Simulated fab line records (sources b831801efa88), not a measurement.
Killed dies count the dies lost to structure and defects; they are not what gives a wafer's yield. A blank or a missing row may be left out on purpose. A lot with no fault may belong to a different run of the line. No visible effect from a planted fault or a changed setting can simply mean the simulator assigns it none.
A lot that was struck, set against a sound lot | flow sky130 | 17 steps out of a route of 708
Sound: these wafers, L794.1, L794.3, L794.6. Struck: wafer L786.6; the same lot's L786.2 was not struck, so it is left out; see the end for the cause.
At each step with rows: each side's tool, then ch and its chambers, then its first start. Under that, the readings that differ: sound wafers | struck wafers | difference of the means | sigmas: that difference in standard deviations of wafers without a fault.
alike: readings with means less than 2 such deviations apart, plus words and numbers identical on both sides. not compared: withheld readings, readings lacking a value on some wafer, bounds such as >300 that could conceal the same value, and numbers that have no deviation in the record and whose values overlap.
Wherever a step has rows on one side only, a row that says differs or no value, or a row with sigmas, the two part there. Non-overlapping numbers with no deviation appear without sigmas and do not part them. A reading that every wafer of one side lacks parts them only if that side has two wafers or more.

first, 2 steps without rows for these wafers: SKY_CONTACT_PEB_12; SKY_CONTACT_DEVELOP_13 (develop time 60 s).
SKY_CONTACT_CD_MEAS_14 targets a cd of 170 nm.
  struck on cdSem-02, day 33 12:22; sound on cdSem-01, day 36 05:19
  alike: cdNm
SKY_CONTACT_OVL_MEAS_15:
  struck on overlay-02, day 33 12:28; sound on overlay-02, day 36 05:26
reading          | sound    | struck | difference | sigmas
CONTACT_OVL (nm) | -5 -3 -6 | 7      | +12        | +2
SKY_CONTACT_ETCH_16: etches BARC in N2/H2, stops on SiO2, time 45.9 s, target depth 60 nm.
  sound on rieDiel-02 ch 0,2,3, day 36 05:28; struck on rieDiel-04 ch 0, day 33 12:30
  alike: drypumpMotorCurrentA, oesProductAu, throttleValvePct
  not compared: rfHoursCounterH
SKY_CONTACT_ETCH_17: etches SiO2 in C4F8/O2/Ar, stops on Si3N4, target depth 340 nm.
  sound on rieDiel-02 ch 0,2,3, day 36 05:31; struck on rieDiel-04 ch 0, day 33 12:33
  alike: oesProductAu
SKY_CONTACT_ETCH_18: etches Si3N4 in CHF3/O2, stops on TiN, time 39 s, target depth 75 nm.
  sound on rieDiel-02 ch 0,2,3; struck on rieDiel-04 ch 0
  alike: drypumpMotorCurrentA, oesProductAu, throttleValvePct
  not compared: rfHoursCounterH
SKY_CONTACT_STRIP_19: strips in O2/N2.
  sound on plasmaAsher-04 ch 0,1, day 36 05:36; struck on plasmaAsher-01 ch 1, day 33 12:38
  alike: drypumpMotorCurrentA, oesProductAu, stripTimeToEndpointS
  not compared: rfHoursCounterH
then, 4 steps without rows for these wafers: SKY_CONTACT_STRIP_20 (strips in post etch residue remover, time 1200 s); SKY_CONTACT_CLEAN_21 (cleans in IPA, time 180 s); SKY_CONTACT_CLEAN_22 (cleans in O3/DIW); SKY_CONTACT_SPUTTER_23 (material TiN, target thk 20 nm, time 80 s).
SKY_CONTACT_CVD_24: deposits W, target thk 340 nm, time 102.12 s.
  sound on cvdW-02 ch 0,1, day 36 06:16; struck on cvdW-01 ch 1, day 33 13:17
reading                              | sound             | struck | difference | sigmas
model.W_of_CONTACT_CVD_24.thkNm (nm) | 334.8 333.4 335.7 | 234    | -101       | 
  alike: heaterPowerW
SKY_CONTACT_RS_MEAS_25: uses a four-point probe to measure.
  struck on filmMetro-01, day 33 13:43; sound on filmMetro-02, day 36 06:22
reading               | sound             | struck | difference | sigmas
CONTACT_W_RS (ohm/sq) | 0.343 0.343 0.341 | 0.493  | +0.151     | +30
  not compared: hold
SKY_CONTACT_THK_MEAS_26: measures by xrf.
  struck on filmMetro-01, day 33 18:48; sound on filmMetro-02, day 36 06:29
reading            | sound       | struck | difference | sigmas
CONTACT_W_THK (nm) | 329 326 330 | 234    | -94        | -15
  not compared: hold
SKY_CONTACT_CMP_27: polishes, stops on SiO2, t overpolish 15 s, target thk 0 nm.
  sound on cmp-02 ch 1,2,3, day 36 06:36; struck on cmp-01 ch 0, day 33 22:50
reading             | sound          | struck                  | difference                   | sigmas
hold                | - - -          | awaitDispo/3.9h/release | no value on the sound wafers | 
timeToEndpointS (s) | 82.6 82.1 81.4 | 58.7                    | -23.3                        | -10
  alike: motorCurrentA
SKY_METAL1_SPUTTER_00: material Ti, target thk 15 nm, time 10 s.
  struck on pvdSputter-02, day 33 23:08; sound on pvdSputter-03, day 36 06:51
  alike: throttleValvePct

## WHERE THEY PART
Earliest at SKY_CONTACT_OVL_MEAS_15; latest, in this record, at SKY_CONTACT_CMP_27. Later steps at which nothing parts them and some readings are alike: SKY_METAL1_SPUTTER_00.

WHY: what had been put in by the simulator
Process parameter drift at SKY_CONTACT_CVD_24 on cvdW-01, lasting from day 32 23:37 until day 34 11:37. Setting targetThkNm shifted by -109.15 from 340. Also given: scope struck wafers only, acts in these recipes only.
